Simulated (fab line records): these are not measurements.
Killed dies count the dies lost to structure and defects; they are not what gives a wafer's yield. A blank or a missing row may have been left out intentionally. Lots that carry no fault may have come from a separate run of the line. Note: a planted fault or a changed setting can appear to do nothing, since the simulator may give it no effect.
Which tool was responsible? || flow gf180mcu || 14 lots with 41 wafers sampled at 4 steps, on a route of 602 steps

## WHAT EACH GAUGE READ, for each wafer
GF_M5_OVL_MEAS_08.
{"lot": "L466", "measured": "day 26 04:53", "on": "overlay-02", "M5_OVL (nm)": "4 -4 7"}
{"lot": "L467", "measured": "day 26 08:34", "on": "overlay-02", "M5_OVL (nm)": "-6 -2 3"}
{"lot": "L468", "measured": "day 26 13:19", "on": "overlay-01", "M5_OVL (nm)": "1 -4 -2"}
{"lot": "L469", "measured": "day 27 05:47", "on": "overlay-02", "M5_OVL (nm)": "-2 4 2"}
{"lot": "L470", "measured": "day 27 13:47", "on": "overlay-01", "M5_OVL (nm)": "-2 -5 2"}
{"lot": "L471", "measured": "day 27 21:45", "on": "overlay-02", "M5_OVL (nm)": "1 1 -1"}
{"lot": "L473", "measured": "day 28 20:26", "on": "overlay-02", "M5_OVL (nm)": "1 5 4"}
{"lot": "L474", "measured": "day 28 21:52", "on": "overlay-02", "M5_OVL (nm)": "10 9 2"}
{"lot": "L476", "measured": "day 29 10:17", "on": "overlay-01", "M5_OVL (nm)": "-4 -7 -6"}
{"lot": "L477", "measured": "day 29 18:58", "on": "overlay-01", "M5_OVL (nm)": "-3 -1 2"}
{"lot": "L478", "measured": "day 29 23:38", "on": "overlay-02", "M5_OVL (nm)": "6 7 7"}
{"lot": "L482", "measured": "day 30 22:31", "on": "overlay-02", "M5_OVL (nm)": "0 -3"}
{"lot": "L486", "measured": "day 32 09:44", "on": "overlay-02", "M5_OVL (nm)": "-1 6 4"}
{"lot": "L487", "measured": "day 32 14:04", "on": "overlay-01", "M5_OVL (nm)": "0 4 -1"}

## WHAT TOOL EACH LOT RAN ON (gives the tool, then ch and the chambers of the sampled wafers, and finally the start)
{"lot": "L466", "GF_MIM_SPUTTER_00": "pvdSputter-02, day 24 10:28", "GF_MIM_SPUTTER_03": "pvdSputter-02, day 24 10:38", "GF_M5_SOFTBAKE_03": "lithoTrack-04 ch 0, day 25 18:10"}
{"lot": "L467", "GF_MIM_SPUTTER_00": "pvdSputter-03, day 24 13:59", "GF_MIM_SPUTTER_03": "pvdSputter-03, day 24 14:08", "GF_M5_SOFTBAKE_03": "lithoTrack-03 ch 0, day 25 22:31"}
{"lot": "L468", "GF_MIM_SPUTTER_00": "pvdSputter-01, day 24 18:37", "GF_MIM_SPUTTER_03": "pvdSputter-01, day 24 18:47", "GF_M5_SOFTBAKE_03": "lithoTrack-04 ch 0, day 26 03:07"}
{"lot": "L469", "GF_MIM_SPUTTER_00": "pvdSputter-03, day 25 11:43", "GF_MIM_SPUTTER_03": "pvdSputter-03, day 25 12:02", "GF_M5_SOFTBAKE_03": "lithoTrack-01 ch 0, day 26 19:23"}
{"lot": "L470", "GF_MIM_SPUTTER_00": "pvdSputter-03, day 25 19:57", "GF_MIM_SPUTTER_03": "pvdSputter-03, day 25 20:07", "GF_M5_SOFTBAKE_03": "lithoTrack-03 ch 0, day 27 03:40"}
{"lot": "L471", "GF_MIM_SPUTTER_00": "pvdSputter-01, day 26 05:02", "GF_MIM_SPUTTER_03": "pvdSputter-01, day 26 05:12", "GF_M5_SOFTBAKE_03": "lithoTrack-03 ch 0, day 27 11:15"}
{"lot": "L473", "GF_MIM_SPUTTER_00": "pvdSputter-02, day 27 04:27", "GF_MIM_SPUTTER_03": "pvdSputter-02, day 27 04:37", "GF_M5_SOFTBAKE_03": "lithoTrack-04 ch 0, day 28 10:21"}
{"lot": "L474", "GF_MIM_SPUTTER_00": "pvdSputter-02, day 27 05:24", "GF_MIM_SPUTTER_03": "pvdSputter-02, day 27 05:34", "GF_M5_SOFTBAKE_03": "lithoTrack-03 ch 0, day 28 11:25"}
{"lot": "L476", "GF_MIM_SPUTTER_00": "pvdSputter-03, day 27 19:37", "GF_MIM_SPUTTER_03": "pvdSputter-03, day 27 19:46", "GF_M5_SOFTBAKE_03": "lithoTrack-03 ch 0, day 29 00:37"}
{"lot": "L477", "GF_MIM_SPUTTER_00": "pvdSputter-02, day 28 04:27", "GF_MIM_SPUTTER_03": "pvdSputter-02, day 28 04:37", "GF_M5_SOFTBAKE_03": "lithoTrack-03 ch 0, day 29 09:21"}
{"lot": "L478", "GF_MIM_SPUTTER_00": "pvdSputter-03, day 28 09:39", "GF_MIM_SPUTTER_03": "pvdSputter-03, day 28 09:49", "GF_M5_SOFTBAKE_03": "lithoTrack-04 ch 0, day 29 14:38"}
{"lot": "L482", "GF_MIM_SPUTTER_00": "pvdSputter-03, day 29 09:14", "GF_MIM_SPUTTER_03": "pvdSputter-03, day 29 09:24", "GF_M5_SOFTBAKE_03": "lithoTrack-03 ch 0, day 30 13:40"}
{"lot": "L486", "GF_MIM_SPUTTER_00": "pvdSputter-01, day 30 23:36", "GF_MIM_SPUTTER_03": "pvdSputter-01, day 30 23:46", "GF_M5_SOFTBAKE_03": "lithoTrack-01 ch 0, day 32 02:14"}
{"lot": "L487", "GF_MIM_SPUTTER_00": "pvdSputter-03, day 31 03:35", "GF_MIM_SPUTTER_03": "pvdSputter-03, day 31 03:45", "GF_M5_SOFTBAKE_03": "lithoTrack-04 ch 0, day 32 06:05"}
- GF_MIM_SPUTTER_00: material Ti, target thk 37.5 nm, time 150 s.
- GF_MIM_SPUTTER_03: material Ti, target thk 10 nm, time 6.7 s.
- GF_M5_SOFTBAKE_03: time 60 s.

## AS READ BY THE TOOLS THEMSELVES (means over the sampled wafers that have a number; for cases with no such wafer, the mark the record gives instead)
GF_MIM_SPUTTER_00.
{"lot": "L466", "tool": "pvdSputter-02", "throttleValvePct (%)": 29.8}
{"lot": "L467", "tool": "pvdSputter-03", "throttleValvePct (%)": 30.3}
{"lot": "L468", "tool": "pvdSputter-01", "throttleValvePct (%)": 29.0}
{"lot": "L469", "tool": "pvdSputter-03", "throttleValvePct (%)": 30.2}
{"lot": "L470", "tool": "pvdSputter-03", "throttleValvePct (%)": 29.2}
{"lot": "L471", "tool": "pvdSputter-01", "throttleValvePct (%)": 29.2}
{"lot": "L473", "tool": "pvdSputter-02", "throttleValvePct (%)": 30.4}
{"lot": "L474", "tool": "pvdSputter-02", "throttleValvePct (%)": 29.6}
{"lot": "L476", "tool": "pvdSputter-03", "throttleValvePct (%)": 29.8}
{"lot": "L477", "tool": "pvdSputter-02", "throttleValvePct (%)": 30.2}
{"lot": "L478", "tool": "pvdSputter-03", "throttleValvePct (%)": 30.2}
{"lot": "L482", "tool": "pvdSputter-03", "throttleValvePct (%)": 30.5}
{"lot": "L486", "tool": "pvdSputter-01", "throttleValvePct (%)": 28.2}
{"lot": "L487", "tool": "pvdSputter-03", "throttleValvePct (%)": 30.3}

GF_MIM_SPUTTER_03.
{"lot": "L466", "tool": "pvdSputter-02", "throttleValvePct (%)": 29.6}
{"lot": "L467", "tool": "pvdSputter-03", "throttleValvePct (%)": 30.3}
{"lot": "L468", "tool": "pvdSputter-01", "throttleValvePct (%)": 28.9}
{"lot": "L469", "tool": "pvdSputter-03", "throttleValvePct (%)": 30.2}
{"lot": "L470", "tool": "pvdSputter-03", "throttleValvePct (%)": 29.1}
{"lot": "L471", "tool": "pvdSputter-01", "throttleValvePct (%)": 29.2}
{"lot": "L473", "tool": "pvdSputter-02", "throttleValvePct (%)": 30.4}
{"lot": "L474", "tool": "pvdSputter-02", "throttleValvePct (%)": 29.5}
{"lot": "L476", "tool": "pvdSputter-03", "throttleValvePct (%)": 30.0}
{"lot": "L477", "tool": "pvdSputter-02", "throttleValvePct (%)": 30.1}
{"lot": "L478", "tool": "pvdSputter-03", "throttleValvePct (%)": 30.3}
{"lot": "L482", "tool": "pvdSputter-03", "throttleValvePct (%)": 30.7}
{"lot": "L486", "tool": "pvdSputter-01", "throttleValvePct (%)": 28.4}
{"lot": "L487", "tool": "pvdSputter-03", "throttleValvePct (%)": 30.3}

GF_M5_SOFTBAKE_03.
{"lot": "L466", "tool": "lithoTrack-04", "exhaustPa (Pa)": 43.8, "heaterPowerTotalW (W)": 93.07, "runLengthS (s)": 89.07}
{"lot": "L467", "tool": "lithoTrack-03", "exhaustPa (Pa)": 45.7, "heaterPowerTotalW (W)": 93.09, "runLengthS (s)": 89.05}
{"lot": "L468", "tool": "lithoTrack-04", "exhaustPa (Pa)": 45.5, "heaterPowerTotalW (W)": 93.08, "runLengthS (s)": 89.11}
{"lot": "L469", "tool": "lithoTrack-01", "exhaustPa (Pa)": 45.8, "heaterPowerTotalW (W)": 93.08, "runLengthS (s)": 89.38}
{"lot": "L470", "tool": "lithoTrack-03", "exhaustPa (Pa)": 46.0, "heaterPowerTotalW (W)": 93.01, "runLengthS (s)": 89.01}
{"lot": "L471", "tool": "lithoTrack-03", "exhaustPa (Pa)": 45.1, "heaterPowerTotalW (W)": 93.08, "runLengthS (s)": 88.95}
{"lot": "L473", "tool": "lithoTrack-04", "exhaustPa (Pa)": 45.2, "heaterPowerTotalW (W)": 93.06, "runLengthS (s)": 89.21}
{"lot": "L474", "tool": "lithoTrack-03", "exhaustPa (Pa)": 46.0, "heaterPowerTotalW (W)": 93.03, "runLengthS (s)": 89.05}
{"lot": "L476", "tool": "lithoTrack-03", "exhaustPa (Pa)": 45.9, "heaterPowerTotalW (W)": 92.99, "runLengthS (s)": 89.25}
{"lot": "L477", "tool": "lithoTrack-03", "exhaustPa (Pa)": 45.2, "heaterPowerTotalW (W)": 93.84, "runLengthS (s)": 87.62}
{"lot": "L478", "tool": "lithoTrack-04", "exhaustPa (Pa)": 45.0, "heaterPowerTotalW (W)": 93.09, "runLengthS (s)": 89.04}
{"lot": "L482", "tool": "lithoTrack-03", "exhaustPa (Pa)": 43.8, "heaterPowerTotalW (W)": 94.33, "runLengthS (s)": 86.97}
{"lot": "L486", "tool": "lithoTrack-01", "exhaustPa (Pa)": 45.6, "heaterPowerTotalW (W)": 93.03, "runLengthS (s)": 89.37}
{"lot": "L487", "tool": "lithoTrack-04", "exhaustPa (Pa)": 45.5, "heaterPowerTotalW (W)": 93.09, "runLengthS (s)": 89.15}

## THE ANSWER, worked out from the rows above alone
Rule: usual is defined by the lots themselves. Put in order of their means at a reading, lots are off if they are a third of the lots or fewer, leave a main group of 4 or more, and stand apart from it by a gap of 3 or more times the standard deviation of the main group's means; of several such gaps the widest counts. The tables above print the reading to a certain number of digits; a main group whose means all agree to those digits is not used. Also off: a lot with no number at a reading for which 4 or more lots have one. Where the step has rows for the other lots, those lots are counted as sound. The gauges are gone through in route order, then the tools' own readings, and for those a lot's mean is taken as printed above. The first step at which some lot is off is used, and at that step the reading that is off furthest; a lot without a number counts as furthest.
Off: L477, L482 (GF_M5_SOFTBAKE_03, heaterPowerTotalW). Main group: mean 93.06 W, sd 0.033.
A tool fits if, at that step or a process step before it, it ran every lot that is off, and no sound lot after the first of them. One candidate fits, namely lithoTrack-03 at GF_M5_SOFTBAKE_03. Its last sound lot is L476 (day 29 00:37), its first lot that is off L477 (day 29 09:21): a fault that began between those two fits.
The tool's own readings at GF_M5_SOFTBAKE_03 bear it out: on the lots that are off they differ by more than 5 times the standard deviation of the sound lots' means. heaterPowerTotalW reads 94.09 W there against 93.06 W on the sound lots; runLengthS reads 87.30 s there against 89.14 s on the sound lots.

## WHAT THE SIMULATOR PUT IN
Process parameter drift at GF_M5_SOFTBAKE_03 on lithoTrack-03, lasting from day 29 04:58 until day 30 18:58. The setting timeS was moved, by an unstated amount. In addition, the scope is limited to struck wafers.
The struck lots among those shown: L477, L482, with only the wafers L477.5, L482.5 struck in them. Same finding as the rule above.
